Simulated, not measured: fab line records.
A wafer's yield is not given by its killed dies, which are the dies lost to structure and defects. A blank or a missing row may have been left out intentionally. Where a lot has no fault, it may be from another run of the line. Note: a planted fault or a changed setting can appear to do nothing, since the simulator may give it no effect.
Matching of chambers ; flow gf180mcu ; rieDiel-02 running GF_POLY_GATE_ETCH_12: 4 sister chambers
The step etches BARC in N2/H2. 4 wafers are shown with their chamber, then 7 later ones without.

## WAFERS WITH THEIR CHAMBER
wafer;chamber;drypumpMotorCurrentA (A)
L525.2;3;4.8
L528.6;2;5.2
L534.2;0;5.7
L534.5;1;5.7

## WAFERS WITHOUT THEIR CHAMBER
wafer;drypumpMotorCurrentA (A)
L534.6;5.8
L538.1;4.8
L538.2;5.8
L538.4;5.2
L539.2;4.8
L539.3;5.8
L539.6;5.7

## WHICH CHAMBER EACH WENT THROUGH
wafer;from the rows above;in truth
L534.6;can't be placed: 0 or 1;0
L538.1;3;3
L538.2;can't be placed: 0 or 1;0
L538.4;2;2
L539.2;3;3
L539.3;can't be placed: 0 or 1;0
L539.6;can't be placed: 0 or 1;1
Correct placement for 3 of the 7. Cannot be placed on the basis of these rows: 4; the candidates contain the true chamber in 4. Wrongly placed: 0.
How it was worked out, from the rows above alone: a wafer's distance from a chamber is the root of the sum, over the readings, of the square of ((its reading less the chamber's mean) divided by the reading's scatter). The wafer belongs to the nearest chamber; if the next one is less than 2 further off, it can't be placed. Each chamber's mean is taken over the wafers shown for it. The scatter (one wafer shown for each chamber): square how far every hidden wafer sits from the nearest shown wafer, average those squares and take the square root.
